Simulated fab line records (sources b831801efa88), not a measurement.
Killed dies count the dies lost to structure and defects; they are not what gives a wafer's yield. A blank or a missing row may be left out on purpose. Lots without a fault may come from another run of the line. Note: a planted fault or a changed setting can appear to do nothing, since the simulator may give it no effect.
Matching of chambers | flow sky130 | 4 sister chambers for SKY_CONTACT_ETCH_16 on rieDiel-01
The step etches BARC in N2/H2, stops on SiO2, time 45.9 s, target depth 60 nm. 20 wafers are shown with their chamber, then 10 later ones without.

## EACH WAFER AND ITS CHAMBER
wafer  | chamber | drypumpMotorCurrentA (A) | oesProductAu (a.u.) | throttleValvePct (%)
L078.3 | 2       | 5.8                      | 0.852               | 13.221
L078.5 | 3       | 6.6                      | 0.858               | 13.213
L078.6 | 1       | 6.5                      | 0.860               | 13.220
L080.2 | 1       | 6.5                      | 0.853               | 13.217
L080.4 | 3       | 6.6                      | 0.857               | 13.219
L080.6 | 1       | 6.5                      | 0.849               | 13.208
L081.3 | 1       | 6.5                      | 0.857               | 13.205
L081.4 | 1       | 6.5                      | 0.854               | 13.239
L081.5 | 2       | 5.8                      | 0.854               | 13.213
L082.1 | 1       | 6.5                      | 0.857               | 13.225
L082.3 | 0       | 5.6                      | 0.856               | 13.218
L082.5 | 3       | 6.6                      | 0.860               | 13.239
L085.3 | 3       | 6.6                      | 0.851               | 13.220
L085.4 | 2       | 5.8                      | 0.853               | 13.214
L085.5 | 0       | 5.6                      | 0.854               | 13.232
L087.1 | 1       | 6.6                      | 0.857               | 13.226
L087.2 | 3       | 6.6                      | 0.868               | 13.225
L087.3 | 2       | 5.7                      | 0.848               | 13.215
L091.2 | 0       | 5.6                      | 0.859               | 13.240
L091.4 | 1       | 6.5                      | 0.843               | 13.233

SIGNATURES, as means of the wafers listed above
reading              | chamber 0 | chamber 1 | chamber 2 | chamber 3 | scatter within a chamber
drypumpMotorCurrentA | 5.600     | 6.513     | 5.775     | 6.600     | 0.0319
oesProductAu         | 0.85633   | 0.85375   | 0.85175   | 0.85880   | 0.00496
throttleValvePct     | 13.23000  | 13.22162  | 13.21575  | 13.22320  | 0.0101
Rule: distance of a wafer from a chamber = root of the sum over the readings of ((wafer's reading minus chamber's mean) / reading's scatter) squared. The wafer belongs to the nearest chamber; if the next one is less than 2 further off, it can't be placed. The scatter: take each reading less its chamber's mean, square it, sum over the shown wafers, divide by the number of wafers less the number of chambers, and take the root.

## WAFERS WHOSE CHAMBER IS MISSING
wafer  | drypumpMotorCurrentA (A) | oesProductAu (a.u.) | throttleValvePct (%)
L091.5 | 6.6                      | 0.850               | 13.233
L092.1 | 5.8                      | 0.851               | 13.235
L092.3 | 5.6                      | 0.856               | 13.244
L092.5 | 5.8                      | 0.850               | 13.212
L093.3 | 6.6                      | 0.853               | 13.242
L093.4 | 5.6                      | 0.848               | 13.215
L093.5 | 6.6                      | 0.852               | 13.209
L095.2 | 6.5                      | 0.855               | 13.220
L095.3 | 5.6                      | 0.858               | 13.219
L095.5 | 6.6                      | 0.860               | 13.249

## THE CHAMBER EACH PASSED THROUGH
wafer  | from the rows above     | in truth
L091.5 | can't be placed: 3 or 1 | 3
L092.1 | 2                       | 2
L092.3 | 0                       | 0
L092.5 | 2                       | 2
L093.3 | can't be placed: 3 or 1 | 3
L093.4 | 0                       | 0
L093.5 | can't be placed: 3 or 1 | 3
L095.2 | 1                       | 1
L095.3 | 0                       | 0
L095.5 | can't be placed: 3 or 1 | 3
Placed correctly: 6 of 10. From these rows, 4 cannot be placed; in 4 the true chamber is one of the candidates. Placed wrongly: 0.
